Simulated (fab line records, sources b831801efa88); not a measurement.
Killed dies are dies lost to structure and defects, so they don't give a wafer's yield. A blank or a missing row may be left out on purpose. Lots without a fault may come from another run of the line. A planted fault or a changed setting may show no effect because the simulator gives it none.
Which tool did it? | flow gf180mcu | 13 lots, 39 wafers sampled, at 2 steps of a route of 602

WHAT THE GAUGES READ, wafer by wafer
GF_PASSIVATION_THK_MEAS_01. Usual: PASSIVATION_CVD_00_THK 1002 nm, standard deviation 12.
lot  | measured     | on            | PASSIVATION_CVD_00_THK (nm) | flag
L314 | day 29 00:58 | film_metro-03 | 995 993 1017                |
L315 | day 29 07:23 | film_metro-03 | 998 999 1016                |
L317 | day 30 03:37 | film_metro-03 | 988 994 1011                |
L319 | day 30 11:23 | film_metro-03 | 1007 1005 1015              |
L318 | day 30 19:22 | film_metro-03 | 999 992 1016                |
L323 | day 31 14:51 | film_metro-04 | 1010 1020 1027              |
L326 | day 32 14:32 | film_metro-04 | 983 1001 1000               |
L328 | day 32 19:59 | film_metro-01 | 990 1008 1021               |
L331 | day 33 15:31 | film_metro-03 | 1011 1003 1011              |
L332 | day 33 21:29 | film_metro-03 | 996 1007 1032               |
L333 | day 34 05:28 | film_metro-01 | 974 989 1000                |
L334 | day 34 11:18 | film_metro-03 | 1007 1003 1013              |
L335 | day 34 11:45 | film_metro-01 | 997 1001 1005               |

WHICH TOOL RAN EACH LOT (tool, then ch and the chambers of the sampled wafers, then the start)
lot  | GF_MIM_SPUTTER_07
L314 | pvd_sputter-02, day 25 21:19
L315 | pvd_sputter-04, day 25 22:48
L317 | pvd_sputter-01, day 26 17:04
L319 | pvd_sputter-01, day 27 01:24
L318 | pvd_sputter-02, day 27 10:14
L323 | pvd_sputter-01, day 28 10:01
L326 | pvd_sputter-02, day 29 11:26
L328 | pvd_sputter-04, day 29 16:34
L331 | pvd_sputter-02, day 30 12:47
L332 | pvd_sputter-01, day 30 22:50
L333 | pvd_sputter-04, day 31 06:23
L334 | pvd_sputter-04, day 31 13:27
L335 | pvd_sputter-04, day 31 14:38
- GF_MIM_SPUTTER_07: material TiN, target thk 60 nm, time 50 s.

WHAT THE TOOLS THEMSELVES READ (means of the sampled wafers that have a number; where no wafer has one, the mark that the record gives instead)
GF_MIM_SPUTTER_07. Usual: throttle_valve_pct 29.8 %, standard deviation 0.96.
lot  | tool           | throttle_valve_pct (%) | flag
L314 | pvd_sputter-02 | 30.2                   |
L315 | pvd_sputter-04 | 29.3                   |
L317 | pvd_sputter-01 | 31.1                   |
L319 | pvd_sputter-01 | 30.5                   |
L318 | pvd_sputter-02 | 30.5                   |
L323 | pvd_sputter-01 | 30.6                   |
L326 | pvd_sputter-02 | 30.1                   |
L328 | pvd_sputter-04 | 29.2                   |
L331 | pvd_sputter-02 | 28.6                   |
L332 | pvd_sputter-01 | 31.2                   |
L333 | pvd_sputter-04 | 29.3                   |
L334 | pvd_sputter-04 | 29.2                   |
L335 | pvd_sputter-04 | 29.2                   |

THE ANSWER, worked out from the rows above alone
Rule: a lot is off if the mean of its wafers that have a number lies more than 3 standard deviations from the usual mean. A lot without any number at a reading at which 4 lots or more have one is off too. The other lots that the step has rows for count as sound. The gauges are gone through in route order, then the tools' own readings, and for those a lot's mean is taken as printed above. The first step at which some lot is off is used, and at that step the reading that is off furthest; a lot without a number counts as furthest.
No lot is off at any reading shown: from this, nothing can be told.

WHAT THE SIMULATOR HAD PUT IN
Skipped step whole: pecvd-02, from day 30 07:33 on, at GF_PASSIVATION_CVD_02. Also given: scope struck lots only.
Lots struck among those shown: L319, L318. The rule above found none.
